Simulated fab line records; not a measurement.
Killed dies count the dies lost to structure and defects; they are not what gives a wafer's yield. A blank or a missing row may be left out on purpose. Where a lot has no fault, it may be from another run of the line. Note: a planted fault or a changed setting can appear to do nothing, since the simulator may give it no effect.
Chamber matching / flow sfq_line / 4 sister chambers for SFQ_TRILAYER_I4_CMP_CMP_100 on cmp-02
The step polishes SiO2. 4 wafers are shown with their chamber, then 6 later ones without.

## WAFERS PAIRED WITH THEIR CHAMBERS
wafer=L320.4; chamber=1; motor_current_A (A)=11.6
wafer=L320.6; chamber=0; motor_current_A (A)=8.5
wafer=L322.5; chamber=2; motor_current_A (A)=11.1
wafer=L322.6; chamber=3; motor_current_A (A)=10.6

## WAFERS WITH NO CHAMBER GIVEN
wafer=L323.2; motor_current_A (A)=8.6
wafer=L323.3; motor_current_A (A)=11.1
wafer=L323.4; motor_current_A (A)=10.9
wafer=L324.1; motor_current_A (A)=8.6
wafer=L324.2; motor_current_A (A)=11.0
wafer=L324.3; motor_current_A (A)=10.9

## CHAMBER TAKEN BY EACH
wafer=L323.2; from the rows above=0; in truth=0
wafer=L323.3; from the rows above=2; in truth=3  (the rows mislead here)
wafer=L323.4; from the rows above=can't be placed: 2 or 3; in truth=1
wafer=L324.1; from the rows above=0; in truth=0
wafer=L324.2; from the rows above=2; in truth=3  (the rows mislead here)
wafer=L324.3; from the rows above=can't be placed: 2 or 3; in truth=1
Correctly placed: 2 of 6. Unplaceable from these rows: 2, with the true chamber sitting among the candidates in 0. Wrongly placed: 2.
How it was worked out, from the rows above alone: a wafer's distance from a chamber is the root of the sum, over the readings, of the square of ((its reading less the chamber's mean) divided by the reading's scatter). The wafer belongs to the nearest chamber; if the next one is less than 2 further off, it can't be placed. The mean given for a chamber averages the wafers shown for that chamber. The scatter: with one shown wafer a chamber, the root of the mean of the squares of how far each hidden wafer lies from its nearest shown one.
